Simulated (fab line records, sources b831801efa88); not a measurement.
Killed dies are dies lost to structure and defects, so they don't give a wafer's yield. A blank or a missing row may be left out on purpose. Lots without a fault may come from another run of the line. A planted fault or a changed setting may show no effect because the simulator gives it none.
Chamber matching | flow gf180mcu | GF_V2_CMP_26 on cmp-01: 4 sister chambers
The step polishes, stops on SiO2, t overpolish 15 s, target thk 0 nm. 8 wafers are shown with their chamber, then 12 later ones without.

WAFERS WITH THEIR CHAMBER
wafer  | chamber | motor_current_A (A) | time_to_endpoint_s (s)
L089.1 | 2       | 12.2                | 82
L089.6 | 2       | 12.5                | 84
L090.2 | 0       | 13.5                | 93
L090.3 | 3       | 11.0                | 81
L090.4 | 1       | 11.8                | 89
L093.1 | 0       | 12.9                | 98
L093.3 | 1       | 11.5                | 91
L093.6 | 3       | 11.3                | 88

WAFERS WITHOUT THEIR CHAMBER
wafer  | motor_current_A (A) | time_to_endpoint_s (s)
L094.2 | 11.2                | 91
L094.4 | 14.4                | 95
L094.5 | 11.4                | 95
L094.1 | 11.5                | 88
L094.3 | 10.6                | 80
L094.6 | 12.4                | 90
L096.2 | 11.4                | 79
L096.4 | 12.5                | 84
L096.6 | 11.4                | 79
L097.3 | 13.6                | 88
L097.5 | 11.0                | 79
L097.6 | 13.4                | 92

WHICH CHAMBER EACH WENT THROUGH
wafer  | from the rows above          | in truth
L094.2 | can't be placed: 1 or 3      | 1
L094.4 | 0                            | 0
L094.5 | can't be placed: 1 or 3      | 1
L094.1 | can't be placed: 1 or 3      | 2
L094.3 | 3                            | 3
L094.6 | can't be placed: 2 or 1 or 0 | 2
L096.2 | can't be placed: 3 or 1 or 2 | 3
L096.4 | 2                            | 2
L096.6 | can't be placed: 3 or 1 or 2 | 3
L097.3 | can't be placed: 0 or 2      | 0
L097.5 | 3                            | 3
L097.6 | 0                            | 0
Placed correctly: 5 of 12. Can't be placed from these rows: 7 (the true chamber is among the candidates in 6). Placed wrongly: 0.
How it was worked out, from the rows above alone: a wafer's distance from a chamber is the root of the sum, over the readings, of the square of ((its reading less the chamber's mean) divided by the reading's scatter). The wafer belongs to the nearest chamber; if the next one is less than 2 further off, it can't be placed. A chamber's mean is the mean of its shown wafers. The scatter: the root of (the sum of the squares of (reading less its chamber's mean) over the shown wafers, divided by (wafers less chambers)).
